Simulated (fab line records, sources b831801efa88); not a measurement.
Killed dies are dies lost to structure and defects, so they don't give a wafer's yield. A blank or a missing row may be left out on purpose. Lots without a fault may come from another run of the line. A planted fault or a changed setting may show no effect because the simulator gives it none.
Chamber matching | flow sky130 | SKY_CONTACT_ETCH_17 on rie_diel-02: 4 sister chambers
The step etches SiO2 in C4F8/O2/Ar, stops on Si3N4, target depth 340 nm. 8 wafers are shown with their chamber, then 9 later ones without.

WAFERS WITH THEIR CHAMBER
wafer  | chamber | oes_product_au (a.u.)
L079.4 | 0       | 0.897
L079.5 | 3       | 0.889
L082.1 | 0       | 0.894
L082.2 | 2       | 0.895
L082.3 | 1       | 0.897
L082.4 | 3       | 0.888
L082.5 | 2       | 0.894
L082.6 | 1       | 0.892

WAFERS WITHOUT THEIR CHAMBER
wafer  | oes_product_au (a.u.)
L086.1 | 0.890
L086.4 | 0.891
L086.6 | 0.889
L095.1 | 0.896
L095.2 | 0.893
L095.3 | 0.894
L097.2 | 0.889
L097.4 | 0.887
L097.6 | 0.886

WHICH CHAMBER EACH WENT THROUGH
wafer  | from the rows above               | in truth
L086.1 | can't be placed: 3 or 1 or 2 or 0 | 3
L086.4 | can't be placed: 3 or 1 or 2 or 0 | 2
L086.6 | 3                                 | 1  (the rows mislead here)
L095.1 | can't be placed: 0 or 1 or 2      | 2
L095.2 | can't be placed: 1 or 2 or 0 or 3 | 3
L095.3 | can't be placed: 1 or 2 or 0      | 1
L097.2 | 3                                 | 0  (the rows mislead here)
L097.4 | 3                                 | 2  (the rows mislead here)
L097.6 | 3                                 | 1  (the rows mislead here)
Placed correctly: 0 of 9. Can't be placed from these rows: 5 (the true chamber is among the candidates in 5). Placed wrongly: 4.
How it was worked out, from the rows above alone: a wafer's distance from a chamber is the root of the sum, over the readings, of the square of ((its reading less the chamber's mean) divided by the reading's scatter). The wafer belongs to the nearest chamber; if the next one is less than 2 further off, it can't be placed. A chamber's mean is the mean of its shown wafers. The scatter: the root of (the sum of the squares of (reading less its chamber's mean) over the shown wafers, divided by (wafers less chambers)).
